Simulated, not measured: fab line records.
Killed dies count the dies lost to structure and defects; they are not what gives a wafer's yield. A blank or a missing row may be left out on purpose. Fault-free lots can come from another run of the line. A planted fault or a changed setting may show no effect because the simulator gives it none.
What tool caused it? || flow gf180mcu || 13 lots, 39 wafers sampled, at 5 steps of a route of 602

== WHAT THE GAUGES READ, wafer by wafer ==
GF_HV_LDD_TW_MEAS_50.
{"lot": "L800", "measured": "day 12 05:07", "on": "film_metro-04", "HV_LDD_4_TW": "574 577 575"}
{"lot": "L801", "measured": "day 12 08:40", "on": "film_metro-03", "HV_LDD_4_TW": "573 574 571"}
{"lot": "L802", "measured": "day 12 23:04", "on": "film_metro-03", "HV_LDD_4_TW": "571 574 575"}
{"lot": "L803", "measured": "day 13 10:41", "on": "film_metro-04", "HV_LDD_4_TW": "579 580 578"}
{"lot": "L804", "measured": "day 13 14:50", "on": "film_metro-04", "HV_LDD_4_TW": "577 577 577"}
{"lot": "L813", "measured": "day 17 05:07", "on": "film_metro-01", "HV_LDD_4_TW": "567 568 568"}
{"lot": "L814", "measured": "day 17 09:48", "on": "film_metro-01", "HV_LDD_4_TW": "566 566 570"}
{"lot": "L816", "measured": "day 17 19:59", "on": "film_metro-04", "HV_LDD_4_TW": "576 575 576"}
{"lot": "L818", "measured": "day 18 13:04", "on": "film_metro-04", "HV_LDD_4_TW": "581 577 574"}
{"lot": "L819", "measured": "day 18 18:37", "on": "film_metro-04", "HV_LDD_4_TW": "579 578 581"}
{"lot": "L821", "measured": "day 19 16:34", "on": "film_metro-04", "HV_LDD_4_TW": "576 576 578"}
{"lot": "L822", "measured": "day 20 00:28", "on": "film_metro-03", "HV_LDD_4_TW": "568 567 565"}
{"lot": "L823", "measured": "day 20 06:11", "on": "film_metro-03", "HV_LDD_4_TW": "566 572 569"}

GF_NSD_TW_MEAS_12.
{"lot": "L800", "measured": "day 13 05:20", "on": "film_metro-02", "NSD_TW": "4283 4248 4275"}
{"lot": "L801", "measured": "day 13 09:46", "on": "film_metro-02", "NSD_TW": "4264 4284 4287"}
{"lot": "L802", "measured": "day 13 22:41", "on": "film_metro-01", "NSD_TW": "4226 4247 4217"}
{"lot": "L803", "measured": "day 14 11:19", "on": "film_metro-03", "NSD_TW": "4289 4282 4289"}
{"lot": "L804", "measured": "day 14 15:11", "on": "film_metro-01", "NSD_TW": "4217 4234 4228"}
{"lot": "L813", "measured": "day 18 10:28", "on": "film_metro-02", "NSD_TW": "4261 4287 4253"}
{"lot": "L814", "measured": "day 18 12:50", "on": "film_metro-02", "NSD_TW": "4284 4275 4262"}
{"lot": "L816", "measured": "day 18 23:32", "on": "film_metro-01", "NSD_TW": "4259 4246 4258"}
{"lot": "L818", "measured": "day 19 17:05", "on": "film_metro-02", "NSD_TW": "4257 4265 4257"}
{"lot": "L819", "measured": "day 19 22:10", "on": "film_metro-01", "NSD_TW": "4235 4250 4258"}
{"lot": "L821", "measured": "day 20 19:52", "on": "film_metro-01", "NSD_TW": "4242 4244 4229"}
{"lot": "L822", "measured": "day 21 04:32", "on": "film_metro-02", "NSD_TW": "4250 4234 4248"}
{"lot": "L823", "measured": "day 21 09:29", "on": "film_metro-02", "NSD_TW": "4253 4259 4260"}

GF_SAB_THK_MEAS_01.
{"lot": "L800", "measured": "day 14 01:59", "on": "film_metro-02", "SAB_CVD_00_THK (nm)": "49.5 49.9 49.9"}
{"lot": "L801", "measured": "day 14 07:16", "on": "film_metro-04", "SAB_CVD_00_THK (nm)": "50.1 50.7 51.3"}
{"lot": "L802", "measured": "day 14 20:28", "on": "film_metro-04", "SAB_CVD_00_THK (nm)": "49.2 50.5 50.3"}
{"lot": "L803", "measured": "day 15 08:52", "on": "film_metro-03", "SAB_CVD_00_THK (nm)": "49.3 48.5 50.1"}
{"lot": "L804", "measured": "day 15 13:50", "on": "film_metro-03", "SAB_CVD_00_THK (nm)": "49.3 48.9 50.0"}
{"lot": "L813", "measured": "day 19 11:14", "on": "film_metro-04", "SAB_CVD_00_THK (nm)": "51.0 47.7 50.9"}
{"lot": "L814", "measured": "day 19 14:06", "on": "film_metro-02", "SAB_CVD_00_THK (nm)": "49.8 51.2 50.5"}
{"lot": "L816", "measured": "day 20 00:37", "on": "film_metro-03", "SAB_CVD_00_THK (nm)": "50.8 50.4 50.0"}
{"lot": "L818", "measured": "day 20 18:01", "on": "film_metro-03", "SAB_CVD_00_THK (nm)": "50.5 50.1 50.8"}
{"lot": "L819", "measured": "day 20 23:13", "on": "film_metro-02", "SAB_CVD_00_THK (nm)": "49.9 50.0 50.6"}
{"lot": "L821", "measured": "day 21 20:39", "on": "film_metro-04", "SAB_CVD_00_THK (nm)": "49.6 51.0 50.2"}
{"lot": "L822", "measured": "day 22 04:07", "on": "film_metro-04", "SAB_CVD_00_THK (nm)": "49.1 50.3 49.4"}
{"lot": "L823", "measured": "day 22 09:18", "on": "film_metro-03", "SAB_CVD_00_THK (nm)": "49.3 49.7 50.7"}

GF_SAB_OVL_MEAS_10.
{"lot": "L800", "measured": "day 14 22:37", "on": "overlay-02", "SAB_OVL (nm)": "-0.9 -1.1 0.7"}
{"lot": "L801", "measured": "day 15 04:47", "on": "overlay-02", "SAB_OVL (nm)": "1.7 2.6 2.8"}
{"lot": "L802", "measured": "day 15 18:29", "on": "overlay-02", "SAB_OVL (nm)": "0.2 0.0 -0.4"}
{"lot": "L803", "measured": "day 16 06:28", "on": "overlay-02", "SAB_OVL (nm)": "-1.7 -1.6 1.3"}
{"lot": "L804", "measured": "day 16 11:25", "on": "overlay-02", "SAB_OVL (nm)": "-0.3 0.8 -0.7"}
{"lot": "L813", "measured": "day 20 11:17", "on": "overlay-01", "SAB_OVL (nm)": "0.5 1.3 1.1"}
{"lot": "L814", "measured": "day 20 14:26", "on": "overlay-02", "SAB_OVL (nm)": "-2.9 0.7 -1.8"}
{"lot": "L816", "measured": "day 20 23:59", "on": "overlay-01", "SAB_OVL (nm)": "1.7 -0.8 -0.1"}
{"lot": "L818", "measured": "day 21 17:42", "on": "overlay-01", "SAB_OVL (nm)": "-2.5 0.9 -1.1"}
{"lot": "L819", "measured": "day 21 23:28", "on": "overlay-01", "SAB_OVL (nm)": "2.1 2.2 2.0"}
{"lot": "L821", "measured": "day 22 19:46", "on": "overlay-01", "SAB_OVL (nm)": "0.8 0.8 0.8"}
{"lot": "L822", "measured": "day 23 03:16", "on": "overlay-01", "SAB_OVL (nm)": "-1.0 -1.5 -2.6"}
{"lot": "L823", "measured": "day 23 07:38", "on": "overlay-02", "SAB_OVL (nm)": "-0.4 0.0 -1.2"}

== EACH LOT AND THE TOOL THAT RAN IT (in order: tool; ch and the chambers of the sampled wafers; start) ==
{"lot": "L800", "GF_SAB_CVD_00": "pecvd-03 ch 0,1, day 14 01:57"}
{"lot": "L801", "GF_SAB_CVD_00": "pecvd-04 ch 0,2, day 14 07:14"}
{"lot": "L802", "GF_SAB_CVD_00": "pecvd-04 ch 1,2, day 14 20:26"}
{"lot": "L803", "GF_SAB_CVD_00": "pecvd-04 ch 0,2, day 15 08:50"}
{"lot": "L804", "GF_SAB_CVD_00": "pecvd-01 ch 0,2, day 15 13:40"}
{"lot": "L813", "GF_SAB_CVD_00": "pecvd-01 ch 0,2, day 19 11:08"}
{"lot": "L814", "GF_SAB_CVD_00": "pecvd-03 ch 0,1,2, day 19 14:04"}
{"lot": "L816", "GF_SAB_CVD_00": "pecvd-03 ch 0,1,2, day 20 00:35"}
{"lot": "L818", "GF_SAB_CVD_00": "pecvd-03 ch 0,1,2, day 20 17:59"}
{"lot": "L819", "GF_SAB_CVD_00": "pecvd-04 ch 0,1, day 20 23:12"}
{"lot": "L821", "GF_SAB_CVD_00": "pecvd-04 ch 1,2, day 21 20:38"}
{"lot": "L822", "GF_SAB_CVD_00": "pecvd-01 ch 0,1, day 22 04:05"}
{"lot": "L823", "GF_SAB_CVD_00": "pecvd-03 ch 0,1, day 22 09:16"}
- GF_SAB_CVD_00: deposits SiO2 from TEOS, target thk 50 nm, time 4.9302 s.

== AS READ BY THE TOOLS THEMSELVES (means over the sampled wafers that have a number; for cases with no such wafer, the mark the record gives instead) ==
GF_SAB_CVD_00.
{"lot": "L800", "tool": "pecvd-03", "heater_power_w (W)": 608}
{"lot": "L801", "tool": "pecvd-04", "heater_power_w (W)": 573}
{"lot": "L802", "tool": "pecvd-04", "heater_power_w (W)": 647}
{"lot": "L803", "tool": "pecvd-04", "heater_power_w (W)": 613}
{"lot": "L804", "tool": "pecvd-01", "heater_power_w (W)": 697}
{"lot": "L813", "tool": "pecvd-01", "heater_power_w (W)": 815}
{"lot": "L814", "tool": "pecvd-03", "heater_power_w (W)": 644}
{"lot": "L816", "tool": "pecvd-03", "heater_power_w (W)": 641}
{"lot": "L818", "tool": "pecvd-03", "heater_power_w (W)": 638}
{"lot": "L819", "tool": "pecvd-04", "heater_power_w (W)": 698}
{"lot": "L821", "tool": "pecvd-04", "heater_power_w (W)": 632}
{"lot": "L822", "tool": "pecvd-01", "heater_power_w (W)": 664}
{"lot": "L823", "tool": "pecvd-03", "heater_power_w (W)": 640}

== THE ANSWER, worked out from the rows above alone ==
Rule: usual is defined by the lots themselves. Put in order of their means at a reading, lots are off if they are a third of the lots or fewer, leave a main group of 4 or more, and stand apart from it by a gap of 3 or more times the standard deviation of the main group's means; of several such gaps the widest counts. A main group whose means are all the same, to the digits that the tables above print for the reading, isn't used. Also off: a lot with no number at a reading for which 4 or more lots have one. The other lots that the step has rows for count as sound. The gauges are gone through in route order, then the tools' own readings, and for those a lot's mean is taken as printed above. At the first step where some lot is off, the reading lying furthest off is the one used; lots without a number count as furthest.
Off: L813 (GF_SAB_CVD_00, heater_power_w). Mean 641 W and standard deviation 34 in the main group.
A tool fits if, at that step or a process step before it, it ran every lot that is off, and no sound lot after the first of them. Not one of the candidates tried fits.

== WHAT HAD BEEN PUT IN BY THE SIMULATOR ==
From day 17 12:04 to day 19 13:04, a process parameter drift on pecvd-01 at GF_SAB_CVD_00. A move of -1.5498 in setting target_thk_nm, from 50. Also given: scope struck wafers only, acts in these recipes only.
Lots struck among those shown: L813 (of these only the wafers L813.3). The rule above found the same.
